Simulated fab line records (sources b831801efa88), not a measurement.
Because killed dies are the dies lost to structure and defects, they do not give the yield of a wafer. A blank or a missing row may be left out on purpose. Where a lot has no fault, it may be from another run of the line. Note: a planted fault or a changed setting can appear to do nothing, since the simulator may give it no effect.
Code-filled problem report in 8D (eight disciplines) form || flow sky130 || the parts of the form that need people (team, actions taken, sign-off) are left out

== 1. PROBLEM STATEMENT ==
oes_product_au at SKY_FIELD_ISO_ETCH_17 reads a mean of 0.906 a.u. on 2 wafers of 1 lot; wafers without a fault read 1.004 a.u. with a standard deviation of 0.014. That is -7.0 standard deviations from the usual mean.
The step: etches Si in HBr/Cl2/O2, target depth 342 nm, time 97.7 s.
Seen first at day 5 18:51 on rie_si-01, wafer L663.3. The record has a number at this step for 33 wafers belonging to 11 lots. By rule, "out" or "out of limits" means more than 4 standard deviations away from the usual mean. The other wafers with a number count as sound.

== 2. WHAT IT IS, AND WHAT IT ISN'T ==
{"question": "which readings at this step", "is": "oes_product_au, throttle_valve_pct", "is not": "O2_flow_sccm, drypump_motor_current_A, rf_fwd_power_W"}
{"question": "which lots", "is": "L663", "is not": "L648, L650, L652, L655, L657, L659, L660, L664, L668, L671"}
{"question": "which wafers of those lots", "is": "L663.3, L663.6", "is not": "L663.5"}
{"question": "read on which tools", "is": "rie_si-01", "is not": "rie_si-02"}
{"question": "when", "is": "from day 5 18:51", "is not": "up to then (22 sound wafers); but 9 sound wafers of L664, L668, L671 came after"}

== 3. SUSPECTS, AND WHAT RULES EACH OUT ==
Counting: a tool at a process step up to the reading stays a suspect if it ran every lot that is out. Sound lots after the first of them don't rule it out here, since some wafers of a struck lot are sound.
- rie_si-01 at SKY_FIELD_ISO_ETCH_17 (etches Si in HBr/Cl2/O2, target depth 342 nm, time 97.7 s): kept. It ran the lot that is out, L663 (day 5 18:51); its last sound lot up to then is L660 (day 4 23:17). Its own readings are out on those wafers: oes_product_au, throttle_valve_pct.
- At SKY_FIELD_ISO_ETCH_17 on rie_si-01, chamber 3 took the sound wafers of the same lots and chamber 0 took the wafers that are out.
The count leaves rie_si-01 at SKY_FIELD_ISO_ETCH_17.

== 4. THE CAUSE (what the simulator had put in) ==
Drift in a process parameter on rie_si-01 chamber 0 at SKY_FIELD_ISO_ETCH_17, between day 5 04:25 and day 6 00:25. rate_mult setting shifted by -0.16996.
Counting left only this tool.

== 5. THE CHAIN OF EFFECTS, in route order ==
One row per reading whose mean, taken over the struck wafers that have a number, lies over 3 standard deviations from the usual. Readings are gone through only where the record gives a usual standard deviation; hours: the median, over the lots, of the time from a lot's start at the first step in this table giving one to that lot's start at this step; sigmas: the change measured in usual standard deviations.
{"hours": 0, "step": "SKY_FIELD_ISO_ETCH_17", "reading": "oes_product_au", "usual": "1.004 a.u.", "on struck wafers": 0.906, "change": -0.098, "sigmas": -7.0}
{"hours": 0, "step": "SKY_FIELD_ISO_ETCH_17", "reading": "throttle_valve_pct", "usual": "25.652 %", "on struck wafers": 25.721, "change": "+0.069", "sigmas": "+4.9"}
The process steps in it:
- SKY_FIELD_ISO_ETCH_17: etches Si in HBr/Cl2/O2, target depth 342 nm, time 97.7 s.

== 6. WHAT WOULD HAVE CAUGHT IT SOONER ==
First out-of-limits reading in this record: day 5 18:51, which is 14 hours after fault onset at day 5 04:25.
